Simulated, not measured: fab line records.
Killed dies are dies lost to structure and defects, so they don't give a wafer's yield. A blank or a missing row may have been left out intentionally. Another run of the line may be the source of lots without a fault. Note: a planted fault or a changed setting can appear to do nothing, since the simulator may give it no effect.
fab line records + flow gf180mcu + part 2 of 2: steps 25 to 34 of 34
record:
- lots: 5
- wafers: 15
- lastDay: 32
route steps=602 shown M1@317 V1@335
lots that met no fault: from a run of the same line without faults
startH: hours from the record's first day to the start of the lot's first wafer shown + waitH: hours since the lot's step before + " as in the row above + L1.1+2: one row covering several wafers at once + - no value, or no start was given + * or withheld: withheld + < > ~ a bound
route shown NAME@n: a module of which the file shows steps, and the number in the route of the first + usual: mean/standard deviation of fault-free wafers + same: alike in all rows + chamber/n: place in a boat + sites: per-site readings + _std_site: standard deviation across them + _edge_site: the outer-site mean with the inner-site mean subtracted + radiusMm: for every site, how far away it sits from the centre of the wafer + mask NAME#n: copy n + behind: the most recent tool/chamber to have shaped the wafer + hold: why the lot went on hold/how many hours it stayed there/how the hold came to an end + device: names the non-switching transistor (n, p or np) + end of line: tests of these same wafers at the route's end + a step without rows: its recipe alone + killed: at the first sort, the dies lost to defects and structure; wafer yield is something else + map: a wafer's dies, marking killed ones x, the rest . and places with no die _
set.NAME: setting as actually run; set.NAME@STEP: the setting as run at that earlier step + model.NAME: the simulator's own value behind a step, which no gauge read
a table for each step, a row for each wafer; lots at some steps of the route
services: the hour from which a tool's chamber was out of use, counted from the record's first day as startH (under 0 if before that day), plus the number of hours and why
== steps ==
step: GF_V1_DEHYDRATE_06
recipe:
- tempC: 200
- timeS: 60
usual:
- heaterPowerTotalW: 160.38/0.13
- resistLineTempC: 23.03/0.11
same:
- timeS: 60
| lot.wafer | tool          | chamber | startH | waitH | heaterPowerTotalW | resistLineTempC |
|-----------|---------------|---------|--------|-------|-------------------|-----------------|
| L075.2    | lithoTrack-01 | 0       | 389.42 | 10.6  | 160.66            | 22.86           |
| L075.3    | "             | 0       | "      | "     | 160.30            | 22.94           |
| L075.4    | "             | 0       | "      | "     | 160.36            | 22.86           |
| L078.1    | lithoTrack-01 | 0       | 429.44 | 11.6  | 160.18            | 22.83           |
| L078.3    | "             | 0       | "      | "     | 160.17            | 23.01           |
| L078.5    | "             | 0       | "      | "     | 160.36            | 22.85           |
| L086.3    | lithoTrack-01 | 0       | 488.74 | 11.7  | 160.29            | 23.08           |
| L086.4    | "             | 0       | "      | "     | 160.47            | 23.00           |
| L086.6    | "             | 0       | "      | "     | 160.41            | 22.87           |
| L089.4    | lithoTrack-04 | 0       | 520.94 | 11.4  | 160.54            | 23.04           |
| L089.5    | "             | 0       | "      | "     | 160.50            | 22.99           |
| L089.6    | "             | 0       | "      | "     | 160.50            | 22.89           |
| L091.1    | lithoTrack-04 | 0       | 538.77 | 10.3  | 160.35            | 23.20           |
| L091.2    | "             | 0       | "      | "     | 160.22            | 23.10           |
| L091.3    | "             | 0       | "      | "     | 160.45            | 23.07           |
step: GF_V1_HMDS_07
recipe:
- primeTimeS: 60
- primeTempC: 120
usual:
- resistLineTempC: 23.01/0.11
same:
- primeTimeS: 60
| lot.wafer | tool          | chamber | startH | waitH | resistLineTempC |
|-----------|---------------|---------|--------|-------|-----------------|
| L075.2    | lithoTrack-01 | 0       | 389.57 | 0.1   | 23.33           |
| L075.3    | "             | 0       | "      | "     | 23.17           |
| L075.4    | "             | 0       | "      | "     | 23.14           |
| L078.1    | lithoTrack-01 | 0       | 429.59 | 0.1   | 22.86           |
| L078.3    | "             | 0       | "      | "     | 22.91           |
| L078.5    | "             | 0       | "      | "     | 23.12           |
| L086.3    | lithoTrack-01 | 0       | 488.89 | 0.1   | 23.05           |
| L086.4    | "             | 0       | "      | "     | 23.00           |
| L086.6    | "             | 0       | "      | "     | 22.93           |
| L089.4    | lithoTrack-04 | 0       | 521.09 | 0.1   | 23.02           |
| L089.5    | "             | 0       | "      | "     | 23.25           |
| L089.6    | "             | 0       | "      | "     | 22.93           |
| L091.1    | lithoTrack-04 | 0       | 538.92 | 0.1   | 23.06           |
| L091.2    | "             | 0       | "      | "     | 23.08           |
| L091.3    | "             | 0       | "      | "     | 22.91           |
step: GF_V1_COAT_08
recipe:
- resist: BARC
- tempC: withheld
- timeS: withheld
- spinRpm: withheld
- resistThkNm: withheld
usual:
- resistLineTempC: *
| lot.wafer | tool          | chamber | startH | waitH | resistLineTempC |
|-----------|---------------|---------|--------|-------|-----------------|
| L075.2    | lithoTrack-01 | 0       | 389.72 | 0.1   | *               |
| L075.3    | "             | 0       | "      | "     | *               |
| L075.4    | "             | 0       | "      | "     | *               |
| L078.1    | lithoTrack-01 | 0       | 429.74 | 0.1   | *               |
| L078.3    | "             | 0       | "      | "     | *               |
| L078.5    | "             | 0       | "      | "     | *               |
| L086.3    | lithoTrack-01 | 0       | 489.04 | 0.1   | *               |
| L086.4    | "             | 0       | "      | "     | *               |
| L086.6    | "             | 0       | "      | "     | *               |
| L089.4    | lithoTrack-04 | 0       | 521.24 | 0.1   | *               |
| L089.5    | "             | 0       | "      | "     | *               |
| L089.6    | "             | 0       | "      | "     | *               |
| L091.1    | lithoTrack-04 | 0       | 539.07 | 0.1   | *               |
| L091.2    | "             | 0       | "      | "     | *               |
| L091.3    | "             | 0       | "      | "     | *               |
step: GF_V1_COAT_09
recipe:
- resist: KrF
- spinRpm: withheld
- resistThkNm: 1000
usual:
- resistLineTempC: 22.99/0.1
| lot.wafer | tool          | chamber | startH | waitH | resistLineTempC |
|-----------|---------------|---------|--------|-------|-----------------|
| L075.2    | lithoTrack-01 | 0       | -      | -     | 23.05           |
| L075.3    | "             | 0       | "      | "     | 23.07           |
| L075.4    | "             | 0       | "      | "     | 22.96           |
| L078.1    | lithoTrack-01 | 0       | -      | -     | 22.92           |
| L078.3    | "             | 0       | "      | "     | 22.93           |
| L078.5    | "             | 0       | "      | "     | 22.95           |
| L086.3    | lithoTrack-01 | 0       | -      | -     | 23.03           |
| L086.4    | "             | 0       | "      | "     | 22.92           |
| L086.6    | "             | 0       | "      | "     | 22.96           |
| L089.4    | lithoTrack-04 | 0       | -      | -     | 22.94           |
| L089.5    | "             | 0       | "      | "     | 22.86           |
| L089.6    | "             | 0       | "      | "     | 23.04           |
| L091.1    | lithoTrack-04 | 0       | -      | -     | 22.97           |
| L091.2    | "             | 0       | "      | "     | 23.23           |
| L091.3    | "             | 0       | "      | "     | 23.04           |
step: GF_V1_SOFTBAKE_10
recipe:
- tempC: 130
- timeS: 60
- resist: KrF
usual:
- heaterPowerTotalW: 93.05/0.058
- resistLineTempC: 23.04/0.1
same:
- timeS: 60
| lot.wafer | tool          | chamber | startH | waitH | heaterPowerTotalW | resistLineTempC |
|-----------|---------------|---------|--------|-------|-------------------|-----------------|
| L075.2    | lithoTrack-01 | 0       | -      | -     | 93.06             | 23.06           |
| L075.3    | "             | 0       | "      | "     | 93.05             | 22.88           |
| L075.4    | "             | 0       | "      | "     | 93.07             | 23.13           |
| L078.1    | lithoTrack-01 | 0       | -      | -     | 93.04             | 23.00           |
| L078.3    | "             | 0       | "      | "     | 93.08             | 23.02           |
| L078.5    | "             | 0       | "      | "     | 93.11             | 23.09           |
| L086.3    | lithoTrack-01 | 0       | -      | -     | 93.08             | 22.90           |
| L086.4    | "             | 0       | "      | "     | 93.13             | 22.98           |
| L086.6    | "             | 0       | "      | "     | 92.87             | 22.98           |
| L089.4    | lithoTrack-04 | 0       | -      | -     | 93.17             | 23.11           |
| L089.5    | "             | 0       | "      | "     | 93.12             | 23.24           |
| L089.6    | "             | 0       | "      | "     | 92.91             | 23.14           |
| L091.1    | lithoTrack-04 | 0       | -      | -     | 93.00             | 23.06           |
| L091.2    | "             | 0       | "      | "     | 93.07             | 22.96           |
| L091.3    | "             | 0       | "      | "     | 93.10             | 22.88           |
step: GF_V1_EXPOSE_11
recipe:
- maskId: Via1
- targetCdNm: 260
- na: 0.68
- sourceShape: conventional
- sigmaOuter: 0.6
- doseMj: 38
usual:
- reticleTempC: 23.01/0.11
| lot.wafer | tool          | chamber | startH | waitH | mask   | reticleTempC |
|-----------|---------------|---------|--------|-------|--------|--------------|
| L075.2    | krfScanner-01 | 0       | -      | -     | Via1#0 | 22.99        |
| L075.3    | "             | 0       | "      | "     | Via1#0 | 23.01        |
| L075.4    | "             | 0       | "      | "     | Via1#0 | 23.04        |
| L078.1    | krfScanner-02 | 0       | -      | -     | Via1#0 | 23.03        |
| L078.3    | "             | 0       | "      | "     | Via1#0 | 22.76        |
| L078.5    | "             | 0       | "      | "     | Via1#0 | 22.97        |
| L086.3    | krfScanner-01 | 0       | -      | -     | Via1#0 | 23.01        |
| L086.4    | "             | 0       | "      | "     | Via1#0 | 23.09        |
| L086.6    | "             | 0       | "      | "     | Via1#0 | 23.24        |
| L089.4    | krfScanner-02 | 0       | -      | -     | Via1#0 | 22.96        |
| L089.5    | "             | 0       | "      | "     | Via1#0 | 23.02        |
| L089.6    | "             | 0       | "      | "     | Via1#0 | 22.95        |
| L091.1    | krfScanner-01 | 0       | -      | -     | Via1#0 | 22.89        |
| L091.2    | "             | 0       | "      | "     | Via1#0 | 22.94        |
| L091.3    | "             | 0       | "      | "     | Via1#0 | 22.87        |
step: GF_V1_PEB_12
recipe:
- pebTempC: 135
- pebTimeS: 90
- resist: KrF
usual:
- heaterPowerTotalW: 85.69/0.085
- resistLineTempC: 22.99/0.12
| lot.wafer | tool          | chamber | startH | waitH | heaterPowerTotalW | resistLineTempC |
|-----------|---------------|---------|--------|-------|-------------------|-----------------|
| L075.2    | lithoTrack-04 | 0       | -      | -     | 85.68             | 22.91           |
| L075.3    | "             | 0       | "      | "     | 85.73             | 22.95           |
| L075.4    | "             | 0       | "      | "     | 85.61             | 23.02           |
| L078.1    | lithoTrack-04 | 0       | -      | -     | 85.65             | 22.89           |
| L078.3    | "             | 0       | "      | "     | 85.69             | 22.99           |
| L078.5    | "             | 0       | "      | "     | 85.80             | 23.02           |
| L086.3    | lithoTrack-01 | 0       | -      | -     | 85.76             | 22.89           |
| L086.4    | "             | 0       | "      | "     | 85.72             | 23.04           |
| L086.6    | "             | 0       | "      | "     | 85.77             | 22.92           |
| L089.4    | lithoTrack-04 | 0       | -      | -     | 85.70             | 23.15           |
| L089.5    | "             | 0       | "      | "     | 85.81             | 23.12           |
| L089.6    | "             | 0       | "      | "     | 85.73             | 23.27           |
| L091.1    | lithoTrack-01 | 0       | -      | -     | 85.81             | 22.97           |
| L091.2    | "             | 0       | "      | "     | 85.80             | 23.06           |
| L091.3    | "             | 0       | "      | "     | 85.65             | 22.91           |
step: GF_V1_DEVELOP_13
recipe:
- developTimeS: 60
- resist: KrF
- devTempC: 21
usual:
- resistLineTempC: 22.99/0.11
| lot.wafer | tool          | chamber | startH | waitH | resistLineTempC |
|-----------|---------------|---------|--------|-------|-----------------|
| L075.2    | lithoTrack-04 | 0       | 400.75 | 0.2   | 23.03           |
| L075.3    | "             | 0       | "      | "     | 22.90           |
| L075.4    | "             | 0       | "      | "     | 22.79           |
| L078.1    | lithoTrack-04 | 0       | 441.52 | 0.2   | 23.07           |
| L078.3    | "             | 0       | "      | "     | 23.04           |
| L078.5    | "             | 0       | "      | "     | 23.06           |
| L086.3    | lithoTrack-01 | 0       | 500.59 | 0.1   | 23.14           |
| L086.4    | "             | 0       | "      | "     | 23.21           |
| L086.6    | "             | 0       | "      | "     | 23.12           |
| L089.4    | lithoTrack-04 | 0       | 533.34 | 0.1   | 22.85           |
| L089.5    | "             | 0       | "      | "     | 22.70           |
| L089.6    | "             | 0       | "      | "     | 22.77           |
| L091.1    | lithoTrack-01 | 0       | 551.59 | 0.2   | 22.80           |
| L091.2    | "             | 0       | "      | "     | 22.84           |
| L091.3    | "             | 0       | "      | "     | 22.86           |
step: GF_V1_CD_MEAS_14
recipe:
- targetCdNm: 260
usual:
- cdNm: 259.8/1.1
| lot.wafer | tool     | chamber | startH | waitH | cdNm  |
|-----------|----------|---------|--------|-------|-------|
| L075.2    | cdSem-01 | -       | 400.89 | 0.1   | 260.0 |
| L075.3    | "        | -       | "      | "     | 258.6 |
| L075.4    | "        | -       | "      | "     | 258.9 |
| L078.1    | cdSem-01 | -       | 441.67 | 0.1   | 257.8 |
| L078.3    | "        | -       | "      | "     | 257.6 |
| L078.5    | "        | -       | "      | "     | 257.9 |
| L086.3    | cdSem-01 | -       | 500.73 | 0.1   | 258.9 |
| L086.4    | "        | -       | "      | "     | 259.9 |
| L086.6    | "        | -       | "      | "     | 258.2 |
| L089.4    | cdSem-02 | -       | 533.48 | 0.1   | 259.5 |
| L089.5    | "        | -       | "      | "     | 259.6 |
| L089.6    | "        | -       | "      | "     | 259.3 |
| L091.1    | cdSem-01 | -       | 551.74 | 0.1   | 261.0 |
| L091.2    | "        | -       | "      | "     | 260.5 |
| L091.3    | "        | -       | "      | "     | 261.0 |
step: GF_V1_OVL_MEAS_15
usual:
- V1_OVL: 1/4.9
| lot.wafer | tool       | chamber | startH | waitH | V1_OVL[nm] |
|-----------|------------|---------|--------|-------|------------|
| L075.2    | overlay-01 | -       | 401.00 | 0.1   | 5          |
| L075.3    | "          | -       | "      | "     | 4          |
| L075.4    | "          | -       | "      | "     | 6          |
| L078.1    | overlay-01 | -       | 441.79 | 0.1   | 1          |
| L078.3    | "          | -       | "      | "     | 0          |
| L078.5    | "          | -       | "      | "     | -3         |
| L086.3    | overlay-02 | -       | 500.82 | 0.1   | 3          |
| L086.4    | "          | -       | "      | "     | 4          |
| L086.6    | "          | -       | "      | "     | 5          |
| L089.4    | overlay-02 | -       | 533.56 | 0.1   | 3          |
| L089.5    | "          | -       | "      | "     | -7         |
| L089.6    | "          | -       | "      | "     | 6          |
| L091.1    | overlay-01 | -       | 551.86 | 0.1   | 3          |
| L091.2    | "          | -       | "      | "     | 2          |
| L091.3    | "          | -       | "      | "     | 1          |
== services ==
| tool          | chamber | startH | hours | kind   |
|---------------|---------|--------|-------|--------|
| wetBench-03   | -       | 352.29 | 25.6  | repair |
| wetBench-03   | -       | 378.98 | 3.3   | repair |
| krfScanner-01 | -       | 386.46 | 0.8   | pm     |
| rieMetal-04   | -       | 392.12 | 14.6  | pm     |
| krfScanner-02 | -       | 393.44 | 5.4   | repair |
| pecvd-04      | 2       | 395.01 | 9.3   | repair |
| pvdSputter-01 | -       | 395.65 | 5.0   | repair |
| krfScanner-02 | -       | 398.82 | 0.8   | pm     |
| pvdSputter-03 | -       | 400.50 | 1.3   | repair |
| cmp-02        | -       | 404.20 | 4.0   | pm     |
| pecvd-04      | -       | 404.54 | 1.3   | repair |
| krfScanner-02 | -       | 412.96 | 4.4   | pm     |
| krfScanner-01 | -       | 431.77 | 0.8   | repair |
| krfScanner-02 | -       | 436.05 | 3.5   | repair |
| krfScanner-02 | -       | 443.33 | 1.0   | pm     |
| krfScanner-02 | -       | 461.84 | 1.3   | pm     |
| krfScanner-02 | -       | 464.00 | 2.3   | repair |
| krfScanner-01 | -       | 468.08 | 1.0   | pm     |
| rieMetal-04   | -       | 479.26 | 2.8   | pm     |
| cmp-01        | -       | 481.90 | 4.4   | pm     |
| hdpcvd-02     | 1       | 486.16 | 4.3   | repair |
| krfScanner-01 | -       | 493.49 | 1.3   | pm     |
| hdpcvd-02     | -       | 495.12 | 5.5   | pm     |
| hdpcvd-02     | -       | 501.19 | 5.8   | repair |
